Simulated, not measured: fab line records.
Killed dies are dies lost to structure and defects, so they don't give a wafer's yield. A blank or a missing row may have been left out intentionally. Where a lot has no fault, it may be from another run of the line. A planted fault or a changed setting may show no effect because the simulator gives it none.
2 desks looking at one fault | flow sky130 | each desk has only its own numbers; what lay behind them comes last

## METROLOGY DESK
Lot by lot, what the gauges showed, no matter which tool ran the lot: averages of those sampled wafers that carry a number. If a lot's mean is further than 4 standard deviations from the usual mean, the lot is out of limits and carries the mark OUT (the distance appears in the brackets).
Columns: A = cd_nm at SKY_VIA3_CD_MEAS_12, usual 200.8 nm; B = cd_nm at SKY_METAL4_CD_MEAS_13, usual 299.5 nm
lot  | first seen here | A     | B
L306 | day 40 04:22    | 199.9 | 296.9
L309 | day 40 15:21    | 202.0 | 300.4
L310 | day 40 21:07    | 200.4 | 297.5
L313 | day 42 08:13    | 199.5 | 300.9
L312 | day 42 11:52    | 201.7 | 299.3
L316 | day 43 12:44    | 199.7 | 301.2
L318 | day 44 02:55    | 201.3 | 299.3
L319 | day 44 15:01    | 199.5 | 299.8
L322 | day 44 22:52    | 203.0 | -
L321 | day 45 01:34    | 197.9 | -
L325 | day 45 16:28    | 200.6 | 300.2
L328 | day 45 19:04    | 201.0 | 301.2
L327 | day 45 22:46    | 199.8 | 301.1
L329 | day 46 03:58    | 200.9 | 300.9
This desk's verdict: no lot among the 14 shows anything out of limits.

## TOOL OWNER'S DESK, iline_stepper-02
The tool's own readings at SKY_CAP2M_EXPOSE_09 (exposes mask CAP2M, target cd 1000 nm): means of the sampled wafers that have a number, for each lot that ran on this tool. If a lot's mean is further than 4 standard deviations from the usual mean, the lot is out of limits and carries the mark OUT (the distance appears in the brackets).
Columns: A = exposure_dose_mJ_cm2 at SKY_CAP2M_EXPOSE_09, usual 158.97; B = focus_offset_nm at SKY_CAP2M_EXPOSE_09, usual 0.1 nm; C = reticle_temp_C at SKY_CAP2M_EXPOSE_09, usual 23.02 C
lot  | first seen here | A      | B    | C
L313 | day 42 21:53    | 159.00 | 0.1  | 22.97
L312 | day 43 01:16    | 158.86 | 0.4  | 23.14
L316 | day 44 01:59    | 158.83 | 0.2  | 23.09
L318 | day 44 16:36    | 158.91 | 0.6  | 23.00
L319 | day 45 03:51    | 158.95 | 0.1  | 23.10
L325 | day 46 04:46    | 159.03 | 0.4  | 22.98
L327 | day 46 11:06    | 159.08 | -0.1 | 23.09
L329 | day 46 16:59    | 158.89 | 0.0  | 23.04
This desk's verdict: no lot among the 8 shows anything out of limits.

## BROUGHT TOGETHER
Nothing out of limits was seen by the metrology desk.
The desk of the tool owner found nothing out of limits.

## WHAT THE SIMULATOR HAD PUT IN
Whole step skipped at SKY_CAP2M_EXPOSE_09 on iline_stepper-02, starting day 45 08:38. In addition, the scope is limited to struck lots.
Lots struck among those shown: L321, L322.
